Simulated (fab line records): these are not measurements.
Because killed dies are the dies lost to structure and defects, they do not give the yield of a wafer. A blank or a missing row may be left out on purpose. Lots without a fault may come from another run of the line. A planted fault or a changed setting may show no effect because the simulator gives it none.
Chamber matching || flow sky130 || 4 sister chambers for SKY_POLY_CUT_ETCH_10 on rie-diel-04
The step etches BARC in N2/H2, stops on SiO2, time 45.9 s, target depth 60 nm. 4 wafers are shown with their chamber, then 10 later ones without.

WAFERS, EACH WITH ITS CHAMBER
{"wafer": "L086.3", "chamber": 0, "drypump-motor-current-A (A)": 5.5}
{"wafer": "L086.4", "chamber": 2, "drypump-motor-current-A (A)": 4.9}
{"wafer": "L091.1", "chamber": 1, "drypump-motor-current-A (A)": 5.9}
{"wafer": "L091.3", "chamber": 3, "drypump-motor-current-A (A)": 5.1}

WAFERS WHOSE CHAMBER IS MISSING
{"wafer": "L091.6", "drypump-motor-current-A (A)": 5.8}
{"wafer": "L092.1", "drypump-motor-current-A (A)": 5.5}
{"wafer": "L092.3", "drypump-motor-current-A (A)": 4.9}
{"wafer": "L092.5", "drypump-motor-current-A (A)": 5.5}
{"wafer": "L093.2", "drypump-motor-current-A (A)": 5.5}
{"wafer": "L093.4", "drypump-motor-current-A (A)": 5.9}
{"wafer": "L093.6", "drypump-motor-current-A (A)": 5.1}
{"wafer": "L096.1", "drypump-motor-current-A (A)": 5.8}
{"wafer": "L096.3", "drypump-motor-current-A (A)": 5.5}
{"wafer": "L096.4", "drypump-motor-current-A (A)": 4.9}

EACH ONE'S CHAMBER
{"wafer": "L091.6", "from the rows above": 1, "in truth": 1}
{"wafer": "L092.1", "from the rows above": 0, "in truth": 0}
{"wafer": "L092.3", "from the rows above": 2, "in truth": 2}
{"wafer": "L092.5", "from the rows above": 0, "in truth": 0}
{"wafer": "L093.2", "from the rows above": 0, "in truth": 0}
{"wafer": "L093.4", "from the rows above": 1, "in truth": 1}
{"wafer": "L093.6", "from the rows above": 3, "in truth": 3}
{"wafer": "L096.1", "from the rows above": 1, "in truth": 1}
{"wafer": "L096.3", "from the rows above": 0, "in truth": 0}
{"wafer": "L096.4", "from the rows above": 2, "in truth": 2}
Correct placement for 10 of the 10. Number that these rows cannot place: 0. Number placed wrongly: 0.
How it was worked out, from the rows above alone: a wafer's distance from a chamber is the root of the sum, over the readings, of the square of ((its reading less the chamber's mean) divided by the reading's scatter). If the next closest chamber is less than 2 further off than the closest, the wafer can't be placed; otherwise it belongs to the closest. A chamber's mean is the mean of its shown wafers. The scatter: with one shown wafer a chamber, the root of the mean of the squares of how far each hidden wafer lies from its nearest shown one.
